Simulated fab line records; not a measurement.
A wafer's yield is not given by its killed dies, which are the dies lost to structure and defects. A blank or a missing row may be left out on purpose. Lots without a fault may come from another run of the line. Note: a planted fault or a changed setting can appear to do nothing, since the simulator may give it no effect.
Which tool was responsible?    flow sky130    17 wafers from 6 lots sampled at 2 of the route's 708 steps

== WHAT THE GAUGES SHOWED, per wafer ==
SKY_POLY_GATE_THK_MEAS_21.
lot   measured      on            POLY_GATE_OXIDATION_THK (nm)
L541  day 19 02:55  filmMetro-02  3.96 4.01 4.00
L543  day 19 20:05  filmMetro-01  3.99 4.00 4.07
L548  day 20 23:05  filmMetro-03  3.99 4.00 3.97
L553  day 22 10:04  filmMetro-02  3.94 3.97
L559  day 23 19:52  filmMetro-01  4.05 4.07 3.98
L562  day 24 19:38  filmMetro-02  4.10 4.00 4.02

== TOOL THAT RAN EACH LOT (tool first, then ch and the chambers of the sampled wafers, then the start) ==
lot   SKY_POLY_GATE_ETCH_16
L541  rieDiel-04 ch 0,1,2, day 18 19:29
L543  rieDiel-01 ch 0,1, day 19 18:23
L548  rieDiel-04 ch 0,1,2, day 20 21:26
L553  rieDiel-01 ch 1,2, day 22 08:29
L559  rieDiel-03 ch 1,2,3, day 23 18:17
L562  rieDiel-04 ch 1,2, day 24 18:05
- SKY_POLY_GATE_ETCH_16: etches Si3N4 in CH3F/O2, stops on poly-Si, time 147.5 s, target depth 75 nm.

== THE ANSWER, worked out from the rows above alone ==
Rule: the usual values come from the lots themselves. Put in order of their means at a reading, lots are off if they are a third of the lots or fewer, leave a main group of 4 or more, and stand apart from it by a gap of 3 or more times the standard deviation of the main group's means; of several such gaps the widest counts. Not used: any main group whose means are identical at the precision the tables above print for the reading. Also off: a lot with no number at a reading for which 4 or more lots have one. Where the step has rows for the other lots, those lots are counted as sound.
None of the lots is off at any reading shown; this tells nothing.

== WHAT THE SIMULATOR HAD INSERTED ==
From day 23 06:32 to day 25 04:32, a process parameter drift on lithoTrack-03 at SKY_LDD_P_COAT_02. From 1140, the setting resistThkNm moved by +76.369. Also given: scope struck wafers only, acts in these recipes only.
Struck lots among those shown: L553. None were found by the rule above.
